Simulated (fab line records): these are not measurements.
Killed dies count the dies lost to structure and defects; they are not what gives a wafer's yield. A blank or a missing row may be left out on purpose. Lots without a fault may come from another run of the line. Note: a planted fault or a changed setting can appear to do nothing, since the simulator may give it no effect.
fab line records -- flow sfq_line
[record] lots = 6, wafers = 18, last_day = 92
route steps=325 shown I7@305 M8@311
lots that met no fault: from a run of the same line without faults
start_h: hours from the record's opening day to when the first of the lot's shown wafers began -- wait_h: hours elapsed since this lot's preceding step -- " unchanged from the row above -- L1.1+2: several wafers, shown together as one row -- - either no value or no given start -- * or withheld: withheld -- < > ~ a bound
route shown NAME@n: NAME is a module with steps in the file, n the number in the route of the first one -- usual: mean and standard deviation over wafers with no fault -- same: alike in all rows -- chamber/n: place in a boat -- sites: each site's reading -- _std_site: the standard deviation of these -- _edge_site: outer sites' mean less inner sites' -- radius_mm: for every site, how far away it sits from the centre of the wafer -- mask NAME#n: copy n -- behind: the tool/chamber that last shaped the wafer -- hold: why the lot went on hold/how many hours it stayed there/how the hold came to an end -- device: the n, p or np transistor that did not switch -- end of line: tests run on the same wafers once the route is complete -- a step with no rows: only its recipe -- killed: dies that structure and defects cost at the first sort, which is not the same as the wafer's yield -- map: per-die view of a wafer (x killed, . not killed, _ where there is no die)
set.NAME: setting as actually run; set.NAME@STEP: the setting as run at that earlier step -- model.NAME: the simulator's own value behind a step, which no gauge read
a table for each step, a row for each wafer; lots at some steps of the route
services: the hour from which a tool's chamber was out of use, counted from the record's first day as start_h (under 0 if before that day), plus the number of hours and why
[[steps]]
[step SFQ_TRILAYER_I7_VIA_LITHO_DEVELOP_189]
[recipe] time_s = 60, resist = KrF
[step SFQ_I7_OVL_MEAS_947]
[usual] I7_OVL = 1/6.3
lot.wafer,tool,chamber,start_h,wait_h,I7_OVL[nm]
L137.2,overlay-01,-,1707.17,0.1,-1
L137.5,overlay-01,-,1707.17,0.1,-3
L137.6,overlay-01,-,1707.17,0.1,6
L138.2,overlay-01,-,1712.72,0.1,3
L138.3,overlay-01,-,1712.72,0.1,-3
L138.6,overlay-01,-,1712.72,0.1,-5
L146.1,overlay-02,-,1905.37,0.1,3
L146.3,overlay-02,-,1905.37,0.1,-1
L146.4,overlay-02,-,1905.37,0.1,-4
L158.1,overlay-01,-,2129.06,0.1,5
L158.3,overlay-01,-,2129.06,0.1,4
L158.5,overlay-01,-,2129.06,0.1,8
L159.2,overlay-01,-,2134.03,0.1,-1
L159.3,overlay-01,-,2134.03,0.1,-5
L159.4,overlay-01,-,2134.03,0.1,5
L160.2,overlay-01,-,2212.51,0.1,9
L160.3,overlay-01,-,2212.51,0.1,12
L160.4,overlay-01,-,2212.51,0.1,6
[step SFQ_TRILAYER_I7_VIA_BARC_OPEN_VIA_ETCH_260]
[recipe] mask_material = PR, chemistry = O2, target_depth_nm = 125, target = BARC, source_w = 500, bias_w = 80, pressure_mtorr = 30, time_s = 41.7
[usual] drypump_motor_current_A = 5.9/0.52, oes_product_au = 0.685/0.0048
lot.wafer,tool,chamber,start_h,wait_h,drypump_motor_current_A,oes_product_au,rf_hours_counter_h
L137.2,rie_diel-04,2,1707.20,0.0,5.6,0.688,2
L137.5,rie_diel-04,2,1707.20,0.0,5.6,0.689,-
L137.6,rie_diel-04,3,1707.20,0.0,5.9,0.683,-
L138.2,rie_diel-02,1,1712.75,0.0,5.0,0.687,1
L138.3,rie_diel-02,2,1712.75,0.0,6.4,0.685,18
L138.6,rie_diel-02,3,1712.75,0.0,6.3,0.686,-
L146.1,rie_diel-04,0,1905.41,0.0,5.1,0.685,1
L146.3,rie_diel-04,3,1905.41,0.0,5.9,0.690,19
L146.4,rie_diel-04,1,1905.41,0.0,6.7,0.691,13
L158.1,rie_diel-02,1,2129.10,0.0,5.0,0.687,8
L158.3,rie_diel-02,2,2129.10,0.0,6.4,0.685,4
L158.5,rie_diel-02,0,2129.10,0.0,6.1,0.691,-
L159.2,rie_diel-02,0,2134.06,0.0,6.1,0.687,5
L159.3,rie_diel-02,2,2134.06,0.0,6.4,0.686,4
L159.4,rie_diel-02,1,2134.06,0.0,5.0,0.686,8
L160.2,rie_diel-02,0,2212.54,0.0,6.0,0.679,5
L160.3,rie_diel-02,3,2212.54,0.0,6.3,0.683,5
L160.4,rie_diel-02,2,2212.54,0.0,6.4,0.680,4
[step SFQ_TRILAYER_I7_VIA_ETCH_VIA_ETCH_190]
[recipe] target = SiO2, stop_on = Nb, mask_material = PR, taper_deg = 20, chemistry = CHF3, target_depth_nm = 260, source_w = 500, bias_w = 80, pressure_mtorr = 30, time_s = withheld
[usual] drypump_motor_current_A = 5.9/0.52, oes_product_au = 0.855/0.0049
lot.wafer,tool,chamber,start_h,wait_h,drypump_motor_current_A,oes_product_au
L137.2,rie_diel-04,2,1707.24,0.0,5.6,0.856
L137.5,rie_diel-04,2,1707.24,0.0,5.6,0.854
L137.6,rie_diel-04,3,1707.24,0.0,5.8,0.857
L138.2,rie_diel-02,1,1712.79,0.0,5.0,0.868
L138.3,rie_diel-02,2,1712.79,0.0,6.3,0.861
L138.6,rie_diel-02,3,1712.79,0.0,6.3,0.865
L146.1,rie_diel-04,0,1905.45,0.0,5.0,0.862
L146.3,rie_diel-04,3,1905.45,0.0,5.8,0.856
L146.4,rie_diel-04,1,1905.45,0.0,6.6,0.842
L158.1,rie_diel-02,1,2129.14,0.0,5.0,0.859
L158.3,rie_diel-02,2,2129.14,0.0,6.3,0.851
L158.5,rie_diel-02,0,2129.14,0.0,6.1,0.854
L159.2,rie_diel-02,0,2134.10,0.0,6.0,0.849
L159.3,rie_diel-02,2,2134.10,0.0,6.4,0.850
L159.4,rie_diel-02,1,2134.10,0.0,5.0,0.855
L160.2,rie_diel-02,0,2212.58,0.0,6.0,0.853
L160.3,rie_diel-02,3,2212.58,0.0,6.3,0.849
L160.4,rie_diel-02,2,2212.58,0.0,6.4,0.855
[step SFQ_TRILAYER_I7_VIA_STRIP_STRIP_191]
[recipe] gas = O2, power_w = 200, platen_temp_c = 40, overash_fraction = 0.65, chemistry = O2, pressure_mtorr = 50
[usual] drypump_motor_current_A = 5.8/0.44, oes_product_au = 0.999/0.0084
[same] overash_fraction = 0.65
lot.wafer,tool,chamber,start_h,wait_h,drypump_motor_current_A,oes_product_au,rf_hours_counter_h
L137.2,rie_metal-03,0,1707.36,-,6.0,1.007,124
L137.5,rie_metal-03,1,1707.36,-,6.4,1.009,-
L137.6,rie_metal-03,0,1707.36,-,6.0,1.010,-
L138.2,rie_metal-04,0,1712.91,-,5.8,1.013,97
L138.3,rie_metal-04,0,1712.91,-,5.8,0.991,-
L138.6,rie_metal-04,1,1712.91,-,6.0,1.000,-
L146.1,rie_metal-02,0,1905.56,-,5.1,0.995,74
L146.3,rie_metal-02,0,1905.56,-,5.1,0.988,-
L146.4,rie_metal-02,1,1905.56,-,5.3,0.991,-
L158.1,rie_metal-04,0,2129.25,-,5.8,0.997,12
L158.3,rie_metal-04,0,2129.25,-,5.8,1.009,-
L158.5,rie_metal-04,0,2129.25,-,5.8,0.999,-
L159.2,rie_metal-02,0,2134.21,-,5.1,0.999,101
L159.3,rie_metal-02,0,2134.21,-,5.1,0.996,-
L159.4,rie_metal-02,1,2134.21,-,5.4,0.991,-
L160.2,rie_metal-04,0,2212.69,-,5.8,1.002,17
L160.3,rie_metal-04,0,2212.69,-,5.8,0.987,-
L160.4,rie_metal-04,1,2212.69,-,6.0,0.984,-
[step SFQ_TRILAYER_I7_VIA_STRIP_SOLV_CLEAN_192]
[recipe] chemistry = NMP, temp_c = 70, time_s = 600
[step SFQ_TRILAYER_M8_LITHO_LOR_COAT_197]
[recipe] resist = lift-off, spin_rpm = 3000
[step SFQ_TRILAYER_M8_LITHO_LOR_BAKE_198]
[recipe] resist = lift-off, temp_c = withheld, time_s = withheld
[step SFQ_TRILAYER_M8_LITHO_COAT_193]
[recipe] resist = KrF, spin_rpm = 3000, resist_thk_nm = 600
[step SFQ_TRILAYER_M8_LITHO_SOFTBAKE_199]
[recipe] temp_c = withheld, time_s = withheld, resist = KrF
[step SFQ_TRILAYER_M8_LITHO_EXPOSE_194]
[recipe] mask_id = M8, na = 0.6, source_shape = conventional, sigma_outer = 0.65, target_cd_nm = 2000, dose_mj = 14.4
[step SFQ_TRILAYER_M8_LITHO_PEB_196]
[recipe] peb_temp_c = 115, peb_time_s = 60, resist = KrF
[step SFQ_TRILAYER_M8_LITHO_DEVELOP_195]
[recipe] img_clear_s = 15, time_s = 55, resist = KrF
[usual] chill_plate_temp_C = 23.00/0.11, exhaust_pa = 45.0/0.78
lot.wafer,tool,chamber,start_h,wait_h,chill_plate_temp_C,exhaust_pa,model.KrF_of_TRILAYER_M8_LITHO_COAT_193.thk_nm
L137.2,litho_track-02,0,1814.62,0.1,23.04,46.2,579.7
L137.5,litho_track-02,0,1814.62,0.1,22.91,43.3,580.6
L137.6,litho_track-02,0,1814.62,0.1,23.11,46.2,579.6
L138.2,litho_track-03,0,1820.62,0.1,23.13,45.1,574.1
L138.3,litho_track-03,0,1820.62,0.1,22.99,45.0,573.3
L138.6,litho_track-03,0,1820.62,0.1,22.99,46.6,572.8
L146.1,litho_track-03,0,1919.06,0.1,22.99,44.6,576
L146.3,litho_track-03,0,1919.06,0.1,22.96,45.5,576
L146.4,litho_track-03,0,1919.06,0.1,23.03,43.6,577.2
L158.1,litho_track-02,-,2132.67,0.1,-,-,598.6
L158.3,litho_track-02,-,2132.67,0.1,-,-,600.8
L158.5,litho_track-02,-,2132.67,0.1,-,-,599.3
L159.2,litho_track-01,-,2137.66,0.1,-,-,596.3
L159.3,litho_track-01,-,2137.66,0.1,-,-,596.8
L159.4,litho_track-01,-,2137.66,0.1,-,-,598.1
L160.2,litho_track-02,0,2218.08,0.1,23.10,44.4,573.9
L160.3,litho_track-02,0,2218.08,0.1,23.11,44.3,576.4
L160.4,litho_track-02,0,2218.08,0.1,23.02,43.7,576.5
[step SFQ_M8_OVL_MEAS_948]
[usual] M8_OVL = 1/4.9
lot.wafer,tool,chamber,start_h,wait_h,M8_OVL[nm]
L137.2,overlay-02,-,1814.74,0.1,-4
L137.5,overlay-02,-,1814.74,0.1,-2
L137.6,overlay-02,-,1814.74,0.1,-3
L138.2,overlay-01,-,1820.74,0.1,-1
L138.3,overlay-01,-,1820.74,0.1,-2
L138.6,overlay-01,-,1820.74,0.1,-2
L146.1,overlay-02,-,1919.20,0.1,11
L146.3,overlay-02,-,1919.20,0.1,4
L146.4,overlay-02,-,1919.20,0.1,11
L158.1,overlay-01,-,2132.81,0.1,-
L158.3,overlay-01,-,2132.81,0.1,-
L158.5,overlay-01,-,2132.81,0.1,-
L159.2,overlay-01,-,2137.78,0.1,-
L159.3,overlay-01,-,2137.78,0.1,-
L159.4,overlay-01,-,2137.78,0.1,-
L160.2,overlay-02,-,2218.21,0.1,1
L160.3,overlay-02,-,2218.21,0.1,-3
L160.4,overlay-02,-,2218.21,0.1,-2
[[services]]
tool,chamber,start_h,hours,kind
rie_diel-02,0,1711.31,38.1,repair
rie_metal-04,1,1743.25,4.9,repair
rie_metal-02,0,1748.95,9.8,repair
rie_diel-02,2,1754.04,10.1,repair
rie_diel-02,2,1775.44,13.8,repair
rie_diel-04,1,1786.20,3.1,repair
rie_metal-03,-,1825.23,2.8,pm
rie_diel-04,-,1861.30,14.6,pm
rie_diel-02,-,1880.47,0.4,repair
rie_diel-04,-,1936.28,4.0,pm
rie_metal-04,-,1971.61,28.1,pm
rie_diel-02,-,2007.18,2.8,pm
rie_metal-03,-,2021.08,1.4,pm
rie_metal-04,-,2029.30,0.3,repair
rie_metal-03,-,2067.50,28.1,pm
rie_diel-04,3,2081.37,1.3,repair
rie_diel-04,0,2105.45,8.9,repair
rie_diel-04,2,2108.43,4.9,repair
rie_metal-04,1,2119.31,1.4,repair
rie_metal-04,1,2144.57,5.3,repair
rie_diel-02,-,2163.61,0.1,repair
rie_metal-04,1,2178.46,12.9,repair
rie_diel-04,-,2188.40,0.8,repair
rie_diel-04,0,2197.37,9.2,repair
[[key]]
[first_sign] step = SFQ_TRILAYER_M8_LITHO_DEVELOP_195, reading = tool_record, direction = missing
effect none on later readings
[model_effect] step = SFQ_TRILAYER_M8_LITHO_DEVELOP_195, value = KrF_of_TRILAYER_M8_LITHO_COAT_193.thk_nm, without = 574, struck = 598.3
met_at SFQ_TRILAYER_M8_LITHO_DEVELOP_195
struck_wafers L158.1,L158.3,L158.5,L159.2,L159.3,L159.4
onset_between 1814.62 2132.67
[fault] kind = skipped_step_whole, tool = litho_track-01,litho_track-02, chamber = -, onset_h = 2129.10, steps = SFQ_TRILAYER_M8_LITHO_DEVELOP_195, scope = struck_lots_only
